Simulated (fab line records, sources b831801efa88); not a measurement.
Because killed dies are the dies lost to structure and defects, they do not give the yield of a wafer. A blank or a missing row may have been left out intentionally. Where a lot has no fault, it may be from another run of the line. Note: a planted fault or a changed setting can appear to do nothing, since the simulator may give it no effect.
What tool caused it? / flow sky130 / 36 wafers from 12 lots sampled at 5 of the route's 708 steps

WHAT EACH GAUGE READ, for each wafer
SKY_LI_CONTACT_BOW_MEAS_03. Usual: LI_CONTACT_BOW 55 um, standard deviation 6.8.
lot=L669; measured=day 29 09:19; on=film metro-02; LI_CONTACT_BOW (um)=58 60 58; flag=
lot=L670; measured=day 29 12:44; on=film metro-02; LI_CONTACT_BOW (um)=48 53 54; flag=
lot=L673; measured=day 30 08:52; on=film metro-02; LI_CONTACT_BOW (um)=62 49 50; flag=
lot=L674; measured=day 30 20:43; on=film metro-03; LI_CONTACT_BOW (um)=62 53 64; flag=
lot=L676; measured=day 31 11:21; on=film metro-03; LI_CONTACT_BOW (um)=57 55 45; flag=
lot=L679; measured=day 32 14:08; on=film metro-03; LI_CONTACT_BOW (um)=58 46 53; flag=
lot=L681; measured=day 33 10:38; on=film metro-02; LI_CONTACT_BOW (um)=55 54 69; flag=
lot=L682; measured=day 33 17:06; on=film metro-01; LI_CONTACT_BOW (um)=72 47 64; flag=
lot=L685; measured=day 34 07:33; on=film metro-03; LI_CONTACT_BOW (um)=53 61 58; flag=
lot=L687; measured=day 34 23:52; on=film metro-02; LI_CONTACT_BOW (um)=55 56 45; flag=
lot=L691; measured=day 35 18:54; on=film metro-02; LI_CONTACT_BOW (um)=62 65 58; flag=
lot=L692; measured=day 36 04:15; on=film metro-02; LI_CONTACT_BOW (um)=47 61 60; flag=

SKY_LI_CONTACT_RS_MEAS_22: measurement is done with a four-point probe. Usual: LI_CONTACT_W_RS 0.287 ohm/sq, standard deviation 0.0032.
lot=L669; measured=day 30 15:02; on=film metro-02; LI_CONTACT_W_RS (ohm/sq)=0.290 0.286 0.290; flag=
lot=L670; measured=day 30 17:53; on=film metro-03; LI_CONTACT_W_RS (ohm/sq)=0.286 0.286 0.283; flag=
lot=L673; measured=day 31 14:07; on=film metro-03; LI_CONTACT_W_RS (ohm/sq)=0.285 0.285 0.289; flag=
lot=L674; measured=day 32 01:17; on=film metro-03; LI_CONTACT_W_RS (ohm/sq)=0.284 0.287 0.283; flag=
lot=L676; measured=day 32 16:36; on=film metro-03; LI_CONTACT_W_RS (ohm/sq)=0.283 0.284 0.282; flag=
lot=L679; measured=day 33 18:11; on=film metro-01; LI_CONTACT_W_RS (ohm/sq)=0.288 0.282 0.288; flag=
lot=L681; measured=day 34 14:19; on=film metro-02; LI_CONTACT_W_RS (ohm/sq)=0.286 0.286 0.287; flag=
lot=L682; measured=day 34 21:18; on=film metro-03; LI_CONTACT_W_RS (ohm/sq)=0.285 0.287 0.288; flag=
lot=L685; measured=day 35 10:56; on=film metro-03; LI_CONTACT_W_RS (ohm/sq)=0.296 0.299 0.296; flag=OFF
lot=L687; measured=day 36 03:58; on=film metro-01; LI_CONTACT_W_RS (ohm/sq)=0.295 0.299 0.297; flag=OFF
lot=L691; measured=day 36 23:04; on=film metro-03; LI_CONTACT_W_RS (ohm/sq)=0.286 0.281 0.288; flag=
lot=L692; measured=day 37 07:17; on=film metro-01; LI_CONTACT_W_RS (ohm/sq)=0.287 0.295 0.288; flag=

EACH LOT AND THE TOOL THAT RAN IT (in order: tool; ch and the chambers of the sampled wafers; start)
lot=L669; SKY_SD_N_RTA_14=rtp anneal-01 ch 0, day 29 08:18; SKY_LI_CONTACT_ETCH_14=rie diel-02 ch 0,1,2, day 30 14:20; SKY_LI_CONTACT_CVD_21=cvd w-02 ch 0,1, day 30 14:53
lot=L670; SKY_SD_N_RTA_14=rtp anneal-02 ch 0, day 29 11:43; SKY_LI_CONTACT_ETCH_14=rie diel-01 ch 0,1,3, day 30 17:10; SKY_LI_CONTACT_CVD_21=cvd w-02 ch 0,1, day 30 17:46
lot=L673; SKY_SD_N_RTA_14=rtp anneal-01 ch 0, day 30 07:51; SKY_LI_CONTACT_ETCH_14=rie diel-01 ch 1,3, day 31 13:26; SKY_LI_CONTACT_CVD_21=cvd w-02 ch 0,1, day 31 14:00
lot=L674; SKY_SD_N_RTA_14=rtp anneal-02 ch 0, day 30 19:39; SKY_LI_CONTACT_ETCH_14=rie diel-01 ch 1,2, day 32 00:34; SKY_LI_CONTACT_CVD_21=cvd w-01 ch 0,1, day 32 01:09
lot=L676; SKY_SD_N_RTA_14=rtp anneal-02 ch 0, day 31 08:36; SKY_LI_CONTACT_ETCH_14=rie diel-01 ch 2,3, day 32 15:54; SKY_LI_CONTACT_CVD_21=cvd w-01 ch 0, day 32 16:29
lot=L679; SKY_SD_N_RTA_14=rtp anneal-01 ch 0, day 32 13:07; SKY_LI_CONTACT_ETCH_14=rie diel-01 ch 0,1,2, day 33 17:29; SKY_LI_CONTACT_CVD_21=cvd w-01 ch 0,1, day 33 18:02
lot=L681; SKY_SD_N_RTA_14=rtp anneal-01 ch 0, day 33 09:35; SKY_LI_CONTACT_ETCH_14=rie diel-01 ch 0,3, day 34 13:35; SKY_LI_CONTACT_CVD_21=cvd w-01 ch 0,1, day 34 14:11
lot=L682; SKY_SD_N_RTA_14=rtp anneal-02 ch 0, day 33 16:05; SKY_LI_CONTACT_ETCH_14=rie diel-02 ch 0,1,2, day 34 20:29; SKY_LI_CONTACT_CVD_21=cvd w-01 ch 0, day 34 21:03
lot=L685; SKY_SD_N_RTA_14=rtp anneal-01 ch 0, day 34 06:31; SKY_LI_CONTACT_ETCH_14=rie diel-03 ch 1,2,3, day 35 10:11; SKY_LI_CONTACT_CVD_21=cvd w-01 ch 0,1, day 35 10:49
lot=L687; SKY_SD_N_RTA_14=rtp anneal-01 ch 0, day 34 22:51; SKY_LI_CONTACT_ETCH_14=rie diel-02 ch 2,3, day 36 03:16; SKY_LI_CONTACT_CVD_21=cvd w-01 ch 0,1, day 36 03:50
lot=L691; SKY_SD_N_RTA_14=rtp anneal-02 ch 0, day 35 17:53; SKY_LI_CONTACT_ETCH_14=rie diel-03 ch 0,2, day 36 22:23; SKY_LI_CONTACT_CVD_21=cvd w-02 ch 0,1, day 36 22:56
lot=L692; SKY_SD_N_RTA_14=rtp anneal-02 ch 0, day 36 03:14; SKY_LI_CONTACT_ETCH_14=rie diel-01 ch 0,1,2, day 37 06:35; SKY_LI_CONTACT_CVD_21=cvd w-02 ch 0,1, day 37 07:10
- SKY_SD_N_RTA_14: time 2 s.
- SKY_LI_CONTACT_ETCH_14: etches BARC in N2/H2, stops on SiO2, time 45.9 s, target depth 60 nm.
- SKY_LI_CONTACT_CVD_21: deposits W, target thk 400 nm, time 120.56 s.

AS READ BY THE TOOLS THEMSELVES (means over the sampled wafers that have a number; for cases with no such wafer, the mark the record gives instead)
SKY_SD_N_RTA_14. Usual: lamp power pct 15.73 %, standard deviation 0.058; ramp down c per s 90.000, standard deviation 0.017; wafer_temp_C_max 1078.1, standard deviation 1.3.
lot=L669; tool=rtp anneal-01; lamp power pct (%)=15.73; ramp down c per s=90.017; wafer_temp_C_max=1079.1; flag=
lot=L670; tool=rtp anneal-02; lamp power pct (%)=15.72; ramp down c per s=90.013; wafer_temp_C_max=1078.6; flag=
lot=L673; tool=rtp anneal-01; lamp power pct (%)=15.72; ramp down c per s=89.989; wafer_temp_C_max=1078.5; flag=
lot=L674; tool=rtp anneal-02; lamp power pct (%)=15.77; ramp down c per s=90.001; wafer_temp_C_max=1078.3; flag=
lot=L676; tool=rtp anneal-02; lamp power pct (%)=15.73; ramp down c per s=89.978; wafer_temp_C_max=1076.4; flag=
lot=L679; tool=rtp anneal-01; lamp power pct (%)=15.72; ramp down c per s=89.993; wafer_temp_C_max=1078.8; flag=
lot=L681; tool=rtp anneal-01; lamp power pct (%)=15.75; ramp down c per s=90.016; wafer_temp_C_max=1078.2; flag=
lot=L682; tool=rtp anneal-02; lamp power pct (%)=15.74; ramp down c per s=90.025; wafer_temp_C_max=1077.3; flag=
lot=L685; tool=rtp anneal-01; lamp power pct (%)=15.71; ramp down c per s=90.003; wafer_temp_C_max=1078.5; flag=
lot=L687; tool=rtp anneal-01; lamp power pct (%)=15.75; ramp down c per s=89.996; wafer_temp_C_max=1079.3; flag=
lot=L691; tool=rtp anneal-02; lamp power pct (%)=15.75; ramp down c per s=89.990; wafer_temp_C_max=1078.3; flag=
lot=L692; tool=rtp anneal-02; lamp power pct (%)=15.64; ramp down c per s=90.003; wafer_temp_C_max=1078.2; flag=

SKY_LI_CONTACT_ETCH_14. Usual: drypump motor current A 5.8 A, standard deviation 0.34; h2 flow sccm 200.0 sccm, standard deviation 0.58; oes product au 0.856 a.u., standard deviation 0.0049; throttle valve pct 13.225 %, standard deviation 0.0095.
lot=L669; tool=rie diel-02; drypump motor current A (A)=5.7; h2 flow sccm (sccm)=200.0; oes product au (a.u.)=0.855; throttle valve pct (%)=13.222; flag=
lot=L670; tool=rie diel-01; drypump motor current A (A)=5.8; h2 flow sccm (sccm)=200.0; oes product au (a.u.)=0.857; throttle valve pct (%)=13.228; flag=
lot=L673; tool=rie diel-01; drypump motor current A (A)=5.8; h2 flow sccm (sccm)=200.1; oes product au (a.u.)=0.855; throttle valve pct (%)=13.221; flag=
lot=L674; tool=rie diel-01; drypump motor current A (A)=6.1; h2 flow sccm (sccm)=200.1; oes product au (a.u.)=0.852; throttle valve pct (%)=13.225; flag=
lot=L676; tool=rie diel-01; drypump motor current A (A)=5.6; h2 flow sccm (sccm)=200.2; oes product au (a.u.)=0.860; throttle valve pct (%)=13.231; flag=
lot=L679; tool=rie diel-01; drypump motor current A (A)=6.1; h2 flow sccm (sccm)=199.8; oes product au (a.u.)=0.851; throttle valve pct (%)=13.228; flag=
lot=L681; tool=rie diel-01; drypump motor current A (A)=5.7; h2 flow sccm (sccm)=200.3; oes product au (a.u.)=0.854; throttle valve pct (%)=13.234; flag=
lot=L682; tool=rie diel-02; drypump motor current A (A)=5.6; h2 flow sccm (sccm)=199.8; oes product au (a.u.)=0.854; throttle valve pct (%)=13.227; flag=
lot=L685; tool=rie diel-03; drypump motor current A (A)=5.8; h2 flow sccm (sccm)=199.8; oes product au (a.u.)=0.855; throttle valve pct (%)=13.214; flag=
lot=L687; tool=rie diel-02; drypump motor current A (A)=5.6; h2 flow sccm (sccm)=199.5; oes product au (a.u.)=0.850; throttle valve pct (%)=13.225; flag=
lot=L691; tool=rie diel-03; drypump motor current A (A)=5.9; h2 flow sccm (sccm)=200.1; oes product au (a.u.)=0.855; throttle valve pct (%)=13.218; flag=
lot=L692; tool=rie diel-01; drypump motor current A (A)=6.1; h2 flow sccm (sccm)=200.4; oes product au (a.u.)=0.859; throttle valve pct (%)=13.225; flag=

SKY_LI_CONTACT_CVD_21. Usual: heater power w 819 W, standard deviation 60; susceptor temp C 399.96 C, standard deviation 0.23.
lot=L669; tool=cvd w-02; heater power w (W)=834; susceptor temp C (C)=400.26; flag=
lot=L670; tool=cvd w-02; heater power w (W)=803; susceptor temp C (C)=400.27; flag=
lot=L673; tool=cvd w-02; heater power w (W)=804; susceptor temp C (C)=399.95; flag=
lot=L674; tool=cvd w-01; heater power w (W)=800; susceptor temp C (C)=399.76; flag=
lot=L676; tool=cvd w-01; heater power w (W)=748; susceptor temp C (C)=400.21; flag=
lot=L679; tool=cvd w-01; heater power w (W)=846; susceptor temp C (C)=399.89; flag=
lot=L681; tool=cvd w-01; heater power w (W)=839; susceptor temp C (C)=400.00; flag=
lot=L682; tool=cvd w-01; heater power w (W)=752; susceptor temp C (C)=399.91; flag=
lot=L685; tool=cvd w-01; heater power w (W)=819; susceptor temp C (C)=398.08; flag=OFF
lot=L687; tool=cvd w-01; heater power w (W)=832; susceptor temp C (C)=397.96; flag=OFF
lot=L691; tool=cvd w-02; heater power w (W)=841; susceptor temp C (C)=399.76; flag=
lot=L692; tool=cvd w-02; heater power w (W)=823; susceptor temp C (C)=399.87; flag=

THE ANSWER, worked out from the rows above alone
Rule: take the mean of a lot's wafers that have a number; if it is more than 3 standard deviations from the usual mean, the lot is off. A lot without any number at a reading at which 4 lots or more have one is off too. Any other lot the step has rows for is counted as sound. First the gauges in route order, then the tools' own readings, where a lot's mean is used as printed above. The first step at which some lot is off is used, and at that step the reading that is off furthest; a lot without a number counts as furthest.
Off: L685, L687, at SKY_LI_CONTACT_RS_MEAS_22 (LI_CONTACT_W_RS).
A tool fits if, at a process step before that reading, it ran every lot that is off, and no sound lot after the first of them. The gauges at SKY_LI_CONTACT_RS_MEAS_22 aren't tried: what is off there is off at SKY_LI_CONTACT_CVD_21 too, on other tools, and a gauge's error can't cause that. Can't be told from this: 2 tools fit, rtp anneal-01 at SKY_SD_N_RTA_14, cvd w-01 at SKY_LI_CONTACT_CVD_21.

WHAT WAS PUT IN BY THE SIMULATOR
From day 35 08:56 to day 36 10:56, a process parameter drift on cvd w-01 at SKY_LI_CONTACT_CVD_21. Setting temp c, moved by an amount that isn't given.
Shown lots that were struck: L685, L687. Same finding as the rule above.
